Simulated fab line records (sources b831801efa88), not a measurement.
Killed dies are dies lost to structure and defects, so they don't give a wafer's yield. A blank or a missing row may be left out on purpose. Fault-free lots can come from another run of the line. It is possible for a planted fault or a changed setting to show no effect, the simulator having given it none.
Struck lot and sound lot, side by side :: flow sky130 :: 18 out of 708 route steps
Sound: wafers L132.2, L132.5, L132.6. Struck: wafer L143.6 (left out: L143.4, L143.5 of the same lot, which were not struck); the cause appears at the end.
At each step with rows: each side's tool, then ch and its chambers, then its first start. Under that, the readings that differ: sound wafers :: struck wafers :: difference of the means :: sigmas: that difference in standard deviations of wafers without a fault.
alike: readings with means less than 2 such deviations apart, plus words and numbers identical on both sides. not compared: withheld readings, readings lacking a value on some wafer, bounds such as >300 that could conceal the same value, and numbers that have no deviation in the record and whose values overlap.
A row with sigmas, a row that says differs or no value, or rows on one side alone: a step with any of these is where the two part. When numbers do not overlap yet have no deviation, they are printed without sigmas and do not part them. Lack of a reading on every wafer of one side parts them only where that side has two or more wafers.

first, 3 steps without rows for these wafers: SKY_VIA3_EXPOSE_09 (exposes mask VIM3, target cd 200 nm); SKY_VIA3_PEB_10; SKY_VIA3_DEVELOP_11 (develop time 60 s).
SKY_VIA3_CD_MEAS_12: the cd target is 200 nm.
  sound on cdSem-01 at day 40 14:02; struck on cdSem-02 at day 43 13:25
reading: cdNm (nm)
sound: 202.0 201.6 200.1
struck: 197.8
difference: -3.4
sigmas: -2
SKY_VIA3_OVL_MEAS_13:
  sound on overlay-02 at day 40 14:08; struck on overlay-02 at day 43 13:30
  alike: VIA3_OVL
SKY_VIA3_ETCH_14: etches BARC in N2/H2, stops on SiO2, time 45.9 s, target depth 60 nm.
  sound on rieDiel-04 ch 0,2,3, day 40 14:10; struck on rieDiel-04 ch 1, day 43 13:31
reading: drypumpMotorCurrentA (A)
sound: 6.1 6.4 6.0
struck: 5.1
difference: -1.1
sigmas: -2
  alike: oesProductAu, throttleValvePct
  not compared: rfHoursCounterH
SKY_VIA3_ETCH_15: etches SiO2 in C4F8/O2/Ar, stops on TiN, target depth 507 nm, time 78 s.
  sound on rieDiel-04 ch 0,2,3, day 40 14:13; struck on rieDiel-04 ch 1, day 43 13:34
  alike: oesProductAu
  not compared: rfHoursCounterH
SKY_VIA3_STRIP_16: strips in O2/N2.
  sound on plasmaAsher-03 ch 0,1, day 40 14:16; struck on plasmaAsher-03 ch 0, day 43 13:39
  alike: drypumpMotorCurrentA, oesProductAu, stripTimeToEndpointS
  not compared: rfHoursCounterH
then, 3 steps without rows for these wafers: SKY_VIA3_STRIP_17 (strips in post etch residue remover, time 1200 s); SKY_VIA3_CLEAN_18 (cleans in IPA, time 180 s); SKY_VIA3_CLEAN_19 (cleans in O3/DIW).
SKY_VIA3_SPUTTER_20: material TiN, target thk 20 nm, time 80 s.
  sound on pvdSputter-04 at day 40 14:52; struck on pvdSputter-04 at day 43 14:14
  alike: throttleValvePct
SKY_VIA3_CVD_21: deposits W, target thk 390 nm, time 117.31 s.
  sound on cvdW-02 ch 0,1, day 40 14:55; struck on cvdW-02 ch 0, day 43 14:21
reading: model.W_of_VIA3_CVD_21.thkNm (nm)
sound: 390.1 386.7 391.7
struck: 485.2
difference: +95.7
sigmas: 
  alike: heaterPowerW
SKY_VIA3_RS_MEAS_22: uses a four-point probe to measure.
  sound on filmMetro-03 at day 40 15:04; struck on filmMetro-04 at day 43 14:29
reading: VIA3_W_RS (ohm/sq)
sound: 0.2944 0.2964 0.2919
struck: 0.2356
difference: -0.0586
sigmas: -21
SKY_VIA3_THK_MEAS_23: measures by xrf.
  sound on filmMetro-03 at day 40 15:10; struck on filmMetro-04 at day 43 14:35
reading: VIA3_W_THK (nm)
sound: 391 386 391
struck: 484
difference: +95
sigmas: +19
SKY_VIA3_CMP_24: polishes, stops on SiO2, t overpolish 20 s, target thk 0 nm.
  sound on cmp-01 ch 0,1,3, day 40 15:19; struck on cmp-02 ch 3, day 43 14:40
reading: timeToEndpointS (s)
sound: 87.9 92.6 92.0
struck: 123.8
difference: +33.0
sigmas: +11
  alike: motorCurrentA
SKY_METAL4_SPUTTER_00: material Ti, target thk 15 nm, time 10 s.
  sound on pvdSputter-02 at day 40 15:31; struck on pvdSputter-01 at day 43 14:55
  alike: throttleValvePct
-- the record jumps here: 5 days lie between the struck wafers' starts before and after (it left off in module METAL4 and takes up again in module PAD_OPEN, whose first step shown is number 708 of the route) --
SKY_PAD_OPEN_PROBE_99:
  the record has rows for the struck wafers here (prober-01, day 49 01:59) and none for the sound ones

## WHERE THEY PART
At SKY_VIA3_CD_MEAS_12 first; at SKY_PAD_OPEN_PROBE_99 last (within this record only).

WHY: the cause the simulator had injected
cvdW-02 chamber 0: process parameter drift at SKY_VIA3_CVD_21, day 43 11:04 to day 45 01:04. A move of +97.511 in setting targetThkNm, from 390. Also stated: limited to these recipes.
